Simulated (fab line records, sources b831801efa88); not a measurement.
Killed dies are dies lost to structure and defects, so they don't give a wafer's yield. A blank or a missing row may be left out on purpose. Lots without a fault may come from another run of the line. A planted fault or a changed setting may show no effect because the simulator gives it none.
A struck lot beside a sound one | flow sky130 | 21 steps out of a route of 708
Sound: wafers L609.2, L609.4, L609.5. Struck: wafers L606.1, L606.4, L606.6. The cause comes at the end.
At each step with rows: each side's tool, then ch and its chambers, then its first start. Under that, the readings that differ: sound wafers | struck wafers | difference of the means | sigmas: that difference in standard deviations of wafers without a fault.
alike: readings whose means differ by less than 2 such deviations, and words and numbers that are the same on both sides. not compared: withheld readings, readings that some wafer has no value for, bounds like >300 that may hide the same value, and numbers for which the record gives no deviation and whose values overlap.
The two part at a step that has a row with sigmas, a row that says differs or no value, or rows on one side only. Numbers that don't overlap but have no deviation are shown without sigmas and don't part them. A reading that every wafer of one side lacks parts them only if that side has two wafers or more.

first, 1 step without rows for these wafers: SKY_RES_XHIGH_IMPLANT_07.
SKY_RES_XHIGH_STRIP_08: strips in O2/N2.
  sound on plasma_asher-04 ch 0,1, day 33 13:17; struck on plasma_asher-01 ch 0,1, day 33 00:28
  alike: drypump_motor_current_A, oes_product_au, strip_time_to_endpoint_s
  not compared: rf_hours_counter_h
SKY_RES_XHIGH_TW_MEAS_09:
  sound on film_metro-04, day 33 13:23; struck on film_metro-01, day 33 00:34
  alike: RES_XHIGH_TW
then, 7 steps without rows for these wafers: SKY_SD_N_DEHYDRATE_00 (time 60 s); SKY_SD_N_HMDS_01 (prime time 60 s); SKY_SD_N_COAT_02 (resist thk 1140 nm); SKY_SD_N_SOFTBAKE_03 (time 60 s); SKY_SD_N_EXPOSE_04 (exposes mask NSDM, target cd 380 nm); SKY_SD_N_PEB_05; SKY_SD_N_DEVELOP_06 (develop time 60 s).
SKY_SD_N_CD_MEAS_07: target cd 380 nm.
  sound on cd_sem-02, day 34 19:50; struck on cd_sem-02, day 34 02:58
  alike: cd_nm
SKY_SD_N_OVL_MEAS_08:
  sound on overlay-01, day 34 19:56; struck on overlay-01, day 34 03:05
  alike: SD_N_OVL
SKY_SD_N_IMPLANT_09:
  sound on implanter-03 ch 0, day 34 20:00; struck on implanter-01 ch 0, day 34 03:07
  reading       | sound                     | struck                        | difference | sigmas
  beam_on_s (s) | 21.0 21.2 20.5            | 28.6 28.1 27.5                | +7.2       | +14
  dose_ions_cm2 | 4.003e+15 4.003e+15 4e+15 | 5.603e+15 5.603e+15 5.601e+15 | +1.600e+15 | +99 or more
then, 1 step without rows for these wafers: SKY_SD_N_IMPLANT_10.
SKY_SD_N_STRIP_11: strips in O2/N2.
  sound on plasma_asher-03 ch 0,1, day 34 20:16; struck on plasma_asher-02 ch 0,1, day 34 03:25
  reading                      | sound             | struck            | difference | sigmas
  oes_product_au (a.u.)        | 0.529 0.528 0.527 | 0.515 0.517 0.516 | -0.012     | -3
  strip_time_to_endpoint_s (s) | 22.60 22.58 22.55 | 23.46 23.47 23.51 | +0.90      | +20
  alike: drypump_motor_current_A
  not compared: rf_hours_counter_h
SKY_SD_N_TW_MEAS_12:
  sound on film_metro-03, day 34 20:23; struck on film_metro-03, day 34 03:31
  alike: SD_N_TW
then, 1 step without rows for these wafers: SKY_SD_N_CLEAN_13 (cleans in SC1/SC2, time 150 s).
SKY_SD_N_RTA_14: time 2 s.
  sound on rtp_anneal-01 ch 0, day 34 20:29; struck on rtp_anneal-02 ch 0, day 34 03:38
  alike: anneal_temp_c_max, lamp_power_pct, ramp_down_c_per_s, wafer_temp_C_max
SKY_SD_N_RS_MEAS_16: measures by four-point-probe.
  sound on film_metro-03, day 34 20:41; struck on film_metro-04, day 34 03:49
  reading          | sound             | struck            | difference | sigmas
  SD_N_RS (ohm/sq) | 68.57 68.57 68.34 | 66.05 65.98 66.01 | -2.48      | -23
SKY_SD_N_RS_MEAS_17: measures by four-point-probe.
  sound on film_metro-03, day 34 20:48; struck on film_metro-04, day 34 03:56
  alike: SD_P_RS
-- the record jumps here: 16 days lie between the struck wafers' starts before and after (it left off in module SD_N and takes up again in module PAD_OPEN, whose first step shown is number 708 of the route) --
SKY_PAD_OPEN_PROBE_99:
  sound on prober-01, day 50 14:16; struck on prober-02, day 50 02:49
  reading                                 | sound             | struck            | difference | sigmas
  model.etest.res_ndiff.line_ohm_um       | 751.6 741.5 742.3 | 717.9 719.6 705.1 | -30.9      |
  model.etest.nfet_g5v0d10v5.r_on_ohm_um  | 1889 1900 1894    | 1881 1863 1874    | -22        |
  model.etest.sonos_uncharged.r_on_ohm_um | 802.5 796.5 802.2 | 790.5 779.9 783.8 | -15.7      |
  model.etest.licon_ndiff.rc_ohm          | 181.8 178.7 183.3 | 171.8 163.4 175.2 | -11.1      |
  model.etest.res_ndiff_hv.rs_ohm_sq      | 111.3 111.3 111.2 | 106.2 106.7 106.3 | -4.9       |
  model.etest.res_ndiff.rs_ohm_sq         | 117.7 116.9 118.1 | 112.5 112.4 112.6 | -5.1       |
  alike: killed_at_M0_to_M3, killed_at_M4_up, killed_at_contacts, killed_at_front_end, killed_at_other, killed_dies, killed_open, killed_short

WHERE THEY PART
First at SKY_SD_N_IMPLANT_09; last, within this record, at SKY_SD_N_RS_MEAS_16. Later steps at which nothing parts them and some readings are alike: SKY_SD_N_RS_MEAS_17, SKY_PAD_OPEN_PROBE_99.

WHY: what the simulator had put in
Process parameter drift: implanter-01, from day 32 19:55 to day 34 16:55, at SKY_SD_N_IMPLANT_09. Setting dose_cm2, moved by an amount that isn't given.
